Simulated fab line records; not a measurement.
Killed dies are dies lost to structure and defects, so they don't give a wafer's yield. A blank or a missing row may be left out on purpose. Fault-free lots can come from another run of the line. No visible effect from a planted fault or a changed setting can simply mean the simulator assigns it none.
A lot that was struck, set against a sound lot    flow gf180mcu    28 out of 602 route steps
Sound: these wafers, L766.1, L766.2, L766.4. Wafers struck: L779.2, L779.5, L779.6. The cause comes at the end.
For every step that has rows: the tool of each side, followed by ch and its chambers, followed by its first start. Under that, the readings that differ: sound wafers    struck wafers    difference of the means    sigmas: that difference in standard deviations of wafers without a fault.
alike: readings with means less than 2 such deviations apart, plus words and numbers identical on both sides. not compared: withheld readings, readings lacking a value on some wafer, bounds such as >300 that could conceal the same value, and numbers that have no deviation in the record and whose values overlap.
Wherever a step has rows on one side only, a row that says differs or no value, or a row with sigmas, the two part there. When numbers do not overlap yet have no deviation, they are printed without sigmas and do not part them. Lack of a reading on every wafer of one side parts them only where that side has two or more wafers.

first, 6 steps without rows for these wafers: GF_HV_LDD_HMDS_25 (prime time 60 s); GF_HV_LDD_COAT_26 (resist thk 1000 nm); GF_HV_LDD_SOFTBAKE_27 (time 60 s); GF_HV_LDD_EXPOSE_28 (exposes mask Nplus HV AREA, target cd 400 nm); GF_HV_LDD_PEB_29; GF_HV_LDD_DEVELOP_30 (develop time 60 s).
GF_HV_LDD_CD_MEAS_31: target cd 400 nm.
  sound: cd sem-01 at day 11 15:50; struck: cd sem-02 at day 15 20:12
  alike: cd nm
GF_HV_LDD_OVL_MEAS_32:
  sound: overlay-01 at day 11 15:58; struck: overlay-01 at day 15 20:18
  alike: HV_LDD_02_OVL
then, 4 steps without rows for these wafers: GF_HV_LDD_IMPLANT_33; GF_HV_LDD_IMPLANT_34; GF_HV_LDD_IMPLANT_35; GF_HV_LDD_IMPLANT_36.
GF_HV_LDD_STRIP_37: strips in O2/N2.
  sound on plasma asher-03 ch 0,1, day 11 16:36; struck on plasma asher-04 ch 0,1, day 15 20:56
  no value came back on the struck wafers for any of 5 readings (chamber pressure mTorr (mTorr), drypump motor current A (A) and others); on the sound wafers chamber pressure mTorr (mTorr) reads 1498.8 1499.9 1500.7
reading                                      sound  struck           difference  sigmas
model.NOVOLAK_of_HV_LDD_COAT_26.thk nm (nm)  0 0 0  1000 999.8 1000  +1000       
  not compared: rf hours counter h
GF_HV_LDD_TW_MEAS_38:
  sound: film metro-01 at day 11 16:42; struck: film metro-04 at day 15 21:02
reading      sound           struck          difference  sigmas
HV_LDD_3_TW  1434 1429 1423  1448 1457 1459  +26         +2
then, 7 steps without rows for these wafers: GF_HV_LDD_DEHYDRATE_39 (time 60 s); GF_HV_LDD_HMDS_40 (prime time 60 s); GF_HV_LDD_COAT_41 (resist thk 1000 nm); GF_HV_LDD_SOFTBAKE_42 (time 60 s); GF_HV_LDD_EXPOSE_43 (exposes mask Pplus HV AREA, target cd 400 nm); GF_HV_LDD_PEB_44; GF_HV_LDD_DEVELOP_45 (develop time 60.83 s).
GF_HV_LDD_CD_MEAS_46: target cd 400 nm.
  sound: cd sem-01 at day 12 11:17; struck: cd sem-02 at day 16 19:33
  alike: cd nm
GF_HV_LDD_OVL_MEAS_47:
  sound: overlay-02 at day 12 11:25; struck: overlay-01 at day 16 19:39
  alike: HV_LDD_03_OVL
following that, these wafers have no rows for 1 step: GF_HV_LDD_IMPLANT_48.
GF_HV_LDD_STRIP_49: strips in O2/N2.
  sound on plasma asher-03 ch 0,1, day 12 11:36; struck on plasma asher-03 ch 0,1, day 16 19:50
reading                       sound              struck             difference  sigmas
strip time to endpoint s (s)  12.66 12.68 12.66  27.59 27.55 27.59  +14.91      +99 or more
  alike: chamber pressure mTorr, drypump motor current A, heater power w, oes product au
  not compared: rf hours counter h
GF_HV_LDD_TW_MEAS_50:
  sound: film metro-01 at day 12 11:42; struck: film metro-04 at day 16 19:56
reading      sound        struck    difference  sigmas
HV_LDD_4_TW  565 565 563  30 30 30  -534        -99 or more
then, 1 step without rows for these wafers: GF_HV_LDD_CLEAN_51 (cleans in SC1/SC2, time 150 s).
-- record jumps: 16 days separate the struck wafers' starts on either side; left off in module HV_LDD, taken up again in module PASSIVATION, whose first shown step is the route's number 602 --
GF_PASSIVATION_PROBE_99:
  rows exist in the record for the struck wafers here (prober-01, day 32 20:17), but not for the sound ones

## WHERE THEY PART
At GF_HV_LDD_STRIP_37 first; at GF_PASSIVATION_PROBE_99 last (within this record only).

WHY: what the simulator had put in
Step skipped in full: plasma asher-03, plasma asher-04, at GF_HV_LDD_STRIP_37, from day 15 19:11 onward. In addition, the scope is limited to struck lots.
